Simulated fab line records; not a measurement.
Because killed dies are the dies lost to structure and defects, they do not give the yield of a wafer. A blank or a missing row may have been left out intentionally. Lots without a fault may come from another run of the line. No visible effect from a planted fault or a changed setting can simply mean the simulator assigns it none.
Lot-split experiment	flow gf180mcu	23 wafers read across 5 lots, on a route 602 steps long

== THE SPLIT ITSELF ==
At GF_V2_COAT_09 (resist thk 1000 nm), the setting resistThkNm was moved away from the recipe's 1000 nm on 7 of the 23 wafers read, by -4.7% to +3.2%. All remaining wafers had this setting at the recipe value.

The reading is taken at the split's own step.

== THE READING ==
KrF_of_V2_COAT_09.thkNm (the simulator's own value, which no gauge read), in nm, at GF_V2_COAT_09 (resist thk 1000 nm). The file gives no usual value for it. The 16 wafers here that ran the recipe average 1000.2 nm, standard deviation 3 nm.

wafer	tool, chamber at the split	resistThkNm as run, nm	against the recipe	KrF_of_V2_COAT_09.thkNm, nm	against lot-mates on the recipe
L076.1	lithoTrack-01, 0	1000	recipe	1000	-
L076.4	lithoTrack-01, 0	1000	recipe	1003	-
L076.5	lithoTrack-01, 0	1000	recipe	1002	-
L077.1	lithoTrack-03, 0	1032	+3.2%	1030	+31.6
L077.2	lithoTrack-03, 0	1000	recipe	998.2	-
L077.3	lithoTrack-03, 0	1032	+3.2%	1031	+32.6
L077.5	lithoTrack-03, 0	1032	+3.2%	1034	+35.6
L077.6	lithoTrack-03, 0	1000	recipe	998.6	-
L081.1	lithoTrack-04, 0	1000	recipe	996.4	-
L081.2	lithoTrack-04, 0	1000	recipe	999.9	-
L081.4	lithoTrack-04, 0	1000	recipe	997.3	-
L081.5	lithoTrack-04, 0	1000	recipe	1000	-
L081.6	lithoTrack-04, 0	1000	recipe	996.5	-
L082.1	lithoTrack-04, 0	952.8	-4.7%	952.6	-46.3
L082.2	lithoTrack-04, 0	1000	recipe	996.6	-
L082.3	lithoTrack-04, 0	952.8	-4.7%	954	-44.9
L082.4	lithoTrack-04, 0	1000	recipe	1001	-
L082.5	lithoTrack-04, 0	1000	recipe	999.1	-
L083.1	lithoTrack-01, 0	955.1	-4.5%	958.7	-46.3
L083.2	lithoTrack-01, 0	955.1	-4.5%	959.7	-45.3
L083.3	lithoTrack-01, 0	1000	recipe	1005	-
L083.4	lithoTrack-01, 0	1000	recipe	1006	-
L083.6	lithoTrack-01, 0	1000	recipe	1004	-

FIT RESULTS
A straight line over all 23 wafers: KrF_of_V2_COAT_09.thkNm changes by +9.64 nm for each +1% of resistThkNm; r = +0.99; the points scatter about the line by 2.8 nm.
The same after taking each lot's own level away (the mean of its wafers on the recipe; 23 wafers): +10.1 nm for each +1%; r = +1.00; scatter 1.5 nm.
Per that fit: largest resistThkNm move, reading shift of 47 nm.
Across the lots, their own levels run from 998.02 to 1005.00 nm, a range of 2.4 times the standard deviation given above.
So the lot-to-lot level changes the slope little: the two slopes agree.
Check: -47.5 nm against its lot-mates is what the line predicts for one of the wafers moved furthest among these (-4.7%) when that wafer is left out of the fit. Against them it came out at -46.3 nm.

== THESE WAFERS: OTHER SPLITS ==
These wafers also went through other splits before the reading. Each is held against what the fit with the lots' levels taken away leaves over:
other split on the same wafers	wafers away from the commonest value	r with KrF_of_V2_COAT_09.thkNm (lot level and that fit taken away)
GF_PSD_EXPOSE_04 doseMj	6	-0.44
GF_SALICIDE_SPUTTER_03 timeS	9	-0.09
GF_CONTACT_CMP_04 leaveAboveRefNm	10	-0.18
GF_CONTACT_PEB_12 pebTempC	11	-0.18
GF_M1_SPUTTER_04 powerW	8	+0.15
GF_M1_PEB_12 pebTempC	9	+0.40
GF_M2_SPUTTER_04 timeS	5	-0.18

== THE FILE'S OWN FIT ==
KrF_of_V2_COAT_09.thkNm changes by +10 nm for each +1% of resistThkNm, r = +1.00.
